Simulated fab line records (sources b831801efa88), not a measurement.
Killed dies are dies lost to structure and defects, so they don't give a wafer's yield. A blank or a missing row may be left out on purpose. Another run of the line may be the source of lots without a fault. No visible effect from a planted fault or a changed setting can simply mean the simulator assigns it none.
Code-filled problem report in 8D (eight disciplines) form ; flow sfq-line ; the parts of the form that need people (team, actions taken, sign-off) are left out

## 1. THE ISSUE
run-length-s at SFQ_TRILAYER_I1_DEP_PECVD_045 reads a mean of 166.3 s on 6 wafers of 2 lots; wafers without a fault read 139.0 s with a standard deviation of 0.6. That is +45 standard deviations from the usual mean.
The step: deposits SiO2 from SiH4/N2O, time 111.11 s, target thk 500 nm.
Seen first at day 16 00:38 on pecvd-04, wafer L536.3. Wafers with a number at this step in the record: 42, from 14 lots. Rule for "out", or "out of limits": more than 4 standard deviations from the usual mean. All remaining wafers that have a number are taken as sound.

## 2. WHAT THIS IS AND IS NOT
question;is;is not
which readings at this step;run-length-s;chamber-pressure-Torr, heater-power-w, throttle-valve-pct
which lots;L536, L537;L534, L539, L547, L548, L549, L550, L551, L552, L553, L554, L555, L556
which wafers of those lots;all that have a number;-
read on which tools;pecvd-04;pecvd-01, pecvd-03
when;from day 16 00:38;"up to then (3 sound wafers); but 33 sound wafers of L539, L547, L548, L549, L550, L551, L552, L553, L554, L555, L556 came after"

## 3. SUSPECTS, AND WHAT RULES EACH OUT
Counting: any tool at a process step up to the reading is kept as a suspect provided that every lot that is out went through it and no sound lot did after the first of them.
- pecvd-04 at SFQ_TRILAYER_I1_DEP_PECVD_045 (deposits SiO2 from SiH4/N2O, time 111.11 s, target thk 500 nm): ruled out as a lasting fault. The sound lots L549, L552, L554 went through it after L536, its earliest lot that is out (day 16 00:38).
Left after counting: nothing in the record.

## 4. THE CAUSE (what the simulator had put in)
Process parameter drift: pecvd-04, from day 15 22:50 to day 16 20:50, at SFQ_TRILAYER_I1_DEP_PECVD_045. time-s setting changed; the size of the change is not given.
Counting ruled it out, wrongly.

## 5. THE CHAIN OF EFFECTS, in route order
Each row: a reading whose mean over the struck wafers that have a number lies more than 3 standard deviations from the usual. Readings are gone through only where the record gives a usual standard deviation; hours: the median, over the lots, of the time from a lot's start at the first step in this table giving one to that lot's start at this step; sigmas: the change measured in usual standard deviations.
hours;step;reading;usual;on struck wafers;change;sigmas
0;SFQ_TRILAYER_I1_DEP_PECVD_045;run-length-s;139.0 s;166.3;+27.3;+45
13;SFQ_TRILAYER_I1_CMP_CMP_046;time-to-endpoint-s;215 s;303;+88;+14
Its process steps:
- SFQ_TRILAYER_I1_DEP_PECVD_045: deposits SiO2 from SiH4/N2O, time 111.11 s, target thk 500 nm.
- SFQ_TRILAYER_I1_CMP_CMP_046: polishes SiO2.

## 6. HOW IT WOULD HAVE BEEN CAUGHT EARLIER
2 hours passed between the start of the fault at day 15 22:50 and the first reading out of limits in this record, taken at day 16 00:38.
